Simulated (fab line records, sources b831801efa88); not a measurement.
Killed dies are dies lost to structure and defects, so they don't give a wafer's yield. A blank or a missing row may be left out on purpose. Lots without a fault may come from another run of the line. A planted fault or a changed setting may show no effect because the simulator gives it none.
Problem report in the 8D (eight disciplines) form, filled by code | flow sky130 | the parts of the form that need people (team, actions taken, sign-off) are left out

1. THE PROBLEM
heater_power_total_W at SKY_VT_ADJUST_HVTP_SOFTBAKE_03 reads a mean of 59.36 W on 6 wafers of 2 lots; wafers without a fault read 56.60 W with a standard deviation of 0.042. That is +66 standard deviations from the usual mean.
The step: time 60 s.
First seen on wafer L408.1, day 7 18:17, on litho_track-01. The record holds 18 wafers of 6 lots with a number at this step. Rule for "out", or "out of limits": more than 4 standard deviations from the usual mean. The other wafers with a number count as sound.

2. WHAT IT IS AND WHAT IT IS NOT
question                    | is                                 | is not
which readings at this step | heater_power_total_W, plate_temp_C | -
which lots                  | L408, L409                         | L403, L404, L414, L418
which wafers of those lots  | all that have a number             | -
read on which tools         | litho_track-01                     | litho_track-03
when                        | from day 7 18:17                   | up to then (6 sound wafers); but 6 sound wafers of L414, L418 came after

3. SUSPECTS, AND WHAT RULES EACH OUT
Counting: a tool at a process step up to the reading stays a suspect if it ran every lot that is out and no sound lot after the first of them.
- litho_track-01 at SKY_VT_ADJUST_HVTP_SOFTBAKE_03 (time 60 s): kept. It ran every lot that is out, first L408 (day 7 18:17), and no sound lot after that; its last sound lot up to then is L404 (day 6 16:41). Its own readings are out on those wafers: heater_power_total_W, plate_temp_C.
Left after counting: litho_track-01 at SKY_VT_ADJUST_HVTP_SOFTBAKE_03.

4. THE CAUSE (what the simulator had put in)
Process parameter drift: litho_track-01, from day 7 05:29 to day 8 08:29, at SKY_VT_ADJUST_HVTP_SOFTBAKE_03. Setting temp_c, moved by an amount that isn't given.
Counting left only this tool.

5. THE CHAIN OF EFFECTS, in route order
Each row: a reading whose mean over the struck wafers that have a number lies more than 3 standard deviations from the usual. Only readings for which the record gives a usual standard deviation are gone through. hours: the time from each lot's start at the first step in this table that gives one to its start at this step, as a median over the lots. sigmas: the change in usual standard deviations.
hours | step                           | reading              | usual   | on struck wafers | change | sigmas
0     | SKY_VT_ADJUST_HVTP_SOFTBAKE_03 | heater_power_total_W | 56.60 W | 59.36            | +2.76  | +66
0     | SKY_VT_ADJUST_HVTP_SOFTBAKE_03 | plate_temp_C         | 90.01 C | 93.17            | +3.16  | +26
The process steps in it:
- SKY_VT_ADJUST_HVTP_SOFTBAKE_03: time 60 s.
Later measuring or inspecting steps at which every struck wafer that the step has a row for has a number for every such reading, and none has moved that far: SKY_VT_ADJUST_HVTP_CD_MEAS_07.

6. WHAT WOULD HAVE CAUGHT IT SOONER
In this record the first reading out of limits was taken at day 7 18:17, 13 hours after the fault began at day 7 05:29.
